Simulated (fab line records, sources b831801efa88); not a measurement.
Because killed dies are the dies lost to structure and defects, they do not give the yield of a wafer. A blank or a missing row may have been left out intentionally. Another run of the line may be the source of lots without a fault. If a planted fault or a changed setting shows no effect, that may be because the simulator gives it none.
Commonality check across tools / flow gf180mcu / 12 lots and 36 wafers in the sample

## WHY THIS WAS OPENED
GF_PSD_RS_MEAS_14, reading NSD_RS: flagged on 2 of 12 lots. Wafers without a fault read 46.14 ohm/sq, standard deviation 0.082.
Rule: a lot is flagged when every wafer of it that has a number lies more than 4 standard deviations from that mean, or none has a number. The rest of the lots are taken to be sound.

lot=L255; measured=day 14 08:34; on=film_metro-01; NSD_RS (ohm/sq), wafer by wafer=46.16 46.20 46.22; flag=
lot=L257; measured=day 15 01:45; on=film_metro-02; NSD_RS (ohm/sq), wafer by wafer=46.21 46.11 46.22; flag=
lot=L259; measured=day 15 19:25; on=film_metro-02; NSD_RS (ohm/sq), wafer by wafer=46.14 46.06 45.95; flag=
lot=L261; measured=day 16 09:37; on=film_metro-04; NSD_RS (ohm/sq), wafer by wafer=46.24 46.20 46.25; flag=
lot=L262; measured=day 16 14:19; on=film_metro-01; NSD_RS (ohm/sq), wafer by wafer=46.16 46.16 46.16; flag=
lot=L263; measured=day 17 01:25; on=film_metro-01; NSD_RS (ohm/sq), wafer by wafer=46.09 46.06 46.23; flag=
lot=L266; measured=day 18 10:23; on=film_metro-02; NSD_RS (ohm/sq), wafer by wafer=46.18 46.28 46.10; flag=
lot=L268; measured=day 18 23:02; on=film_metro-02; NSD_RS (ohm/sq), wafer by wafer=46.17 46.17 46.14; flag=
lot=L274; measured=day 20 21:59; on=film_metro-01; NSD_RS (ohm/sq), wafer by wafer=42.13 42.05 42.12; flag=FLAGGED
lot=L276; measured=day 21 18:02; on=film_metro-04; NSD_RS (ohm/sq), wafer by wafer=42.17 42.14 42.13; flag=FLAGGED
lot=L277; measured=day 21 19:32; on=film_metro-02; NSD_RS (ohm/sq), wafer by wafer=46.22 46.29 46.19; flag=
lot=L278; measured=day 22 06:38; on=film_metro-02; NSD_RS (ohm/sq), wafer by wafer=46.03 46.07 46.13; flag=
The mean of the flagged lots' numbers is 42.12 ohm/sq, -4.02 ohm/sq from the usual (-49 standard deviations).

## WHICH TOOL RAN EACH LOT
Before the reading, the record contains 2 process steps out of a 602-step route. Every cell lists first the tool, next ch and the chambers used by the sampled wafers, and last the start.
lot=L255; flag=; GF_PSD_STRIP_10=plasma_asher-03 ch 0,1, day 14 08:15; GF_PSD_RTA_13=rtp_anneal-02 ch 0, day 14 08:28
lot=L257; flag=; GF_PSD_STRIP_10=plasma_asher-02 ch 0,1, day 15 01:26; GF_PSD_RTA_13=rtp_anneal-01 ch 0, day 15 01:40
lot=L259; flag=; GF_PSD_STRIP_10=plasma_asher-02 ch 0,1, day 15 19:07; GF_PSD_RTA_13=rtp_anneal-02 ch 0, day 15 19:19
lot=L261; flag=; GF_PSD_STRIP_10=plasma_asher-03 ch 0,1, day 16 09:19; GF_PSD_RTA_13=rtp_anneal-02 ch 0, day 16 09:31
lot=L262; flag=; GF_PSD_STRIP_10=plasma_asher-03 ch 0,1, day 16 13:59; GF_PSD_RTA_13=rtp_anneal-01 ch 0, day 16 14:13
lot=L263; flag=; GF_PSD_STRIP_10=plasma_asher-03 ch 0,1, day 17 01:07; GF_PSD_RTA_13=rtp_anneal-02 ch 0, day 17 01:20
lot=L266; flag=; GF_PSD_STRIP_10=plasma_asher-03 ch 0,1, day 18 10:05; GF_PSD_RTA_13=rtp_anneal-02 ch 0, day 18 10:18
lot=L268; flag=; GF_PSD_STRIP_10=plasma_asher-04 ch 0, day 18 22:45; GF_PSD_RTA_13=rtp_anneal-02 ch 0, day 18 22:58
lot=L274; flag=FLAGGED; GF_PSD_STRIP_10=plasma_asher-03 ch 0,1, day 20 21:41; GF_PSD_RTA_13=rtp_anneal-02 ch 0, day 20 21:54
lot=L276; flag=FLAGGED; GF_PSD_STRIP_10=plasma_asher-04 ch 0,1, day 21 17:44; GF_PSD_RTA_13=rtp_anneal-02 ch 0, day 21 17:57
lot=L277; flag=; GF_PSD_STRIP_10=plasma_asher-04 ch 0,1, day 21 19:14; GF_PSD_RTA_13=rtp_anneal-01 ch 0, day 21 19:27
lot=L278; flag=; GF_PSD_STRIP_10=plasma_asher-04 ch 0,1, day 22 06:20; GF_PSD_RTA_13=rtp_anneal-01 ch 0, day 22 06:33
What is done by these steps:
- GF_PSD_STRIP_10: strips in O2/N2.
- GF_PSD_RTA_13: time 20 s.
- GF_PSD_RS_MEAS_14: measures by four-point-probe.

## FLAGGED AGAINST TOTAL, ONE TOOL AT A TIME (gauges that did the reading follow at the end)
step=GF_PSD_STRIP_10; tool=plasma_asher-02; lots run=2; flagged=0; share of the flagged lots=none; sound lots run after its first flagged lot=-
step=GF_PSD_STRIP_10; tool=plasma_asher-03; lots run=6; flagged=1; share of the flagged lots=some; sound lots run after its first flagged lot=0
step=GF_PSD_STRIP_10; tool=plasma_asher-04; lots run=4; flagged=1; share of the flagged lots=some; sound lots run after its first flagged lot=2 (L277,L278)
step=GF_PSD_RTA_13; tool=rtp_anneal-01; lots run=4; flagged=0; share of the flagged lots=none; sound lots run after its first flagged lot=-
step=GF_PSD_RTA_13; tool=rtp_anneal-02; lots run=8; flagged=2; share of the flagged lots=all; sound lots run after its first flagged lot=0
step=GF_PSD_RS_MEAS_14; tool=film_metro-01; lots run=4; flagged=1; share of the flagged lots=some; sound lots run after its first flagged lot=0
step=GF_PSD_RS_MEAS_14; tool=film_metro-02; lots run=6; flagged=0; share of the flagged lots=none; sound lots run after its first flagged lot=-
step=GF_PSD_RS_MEAS_14; tool=film_metro-04; lots run=2; flagged=1; share of the flagged lots=some; sound lots run after its first flagged lot=0

## WHAT THE TABLE PERMITS
1 row of the table ran every flagged lot: rtp_anneal-02 at GF_PSD_RTA_13.
- rtp_anneal-02 at GF_PSD_RTA_13 ran 8 lots, 2 of them flagged. A fault beginning between L268 (day 18 22:58), its last sound lot, and L274 (day 20 21:54), its first flagged one, fits the data. Its own readings (run_length_s) fall more than 4 standard deviations out on all wafers of the flagged lots.
rtp_anneal-02 at GF_PSD_RTA_13 is the single tool remaining.

## WHAT THE SIMULATOR HAD PUT IN
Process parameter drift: rtp_anneal-02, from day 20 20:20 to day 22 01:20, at GF_PSD_RTA_13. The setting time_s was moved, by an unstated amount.
Shown lots that were struck: L274, L276. The rule given above showed the same thing.
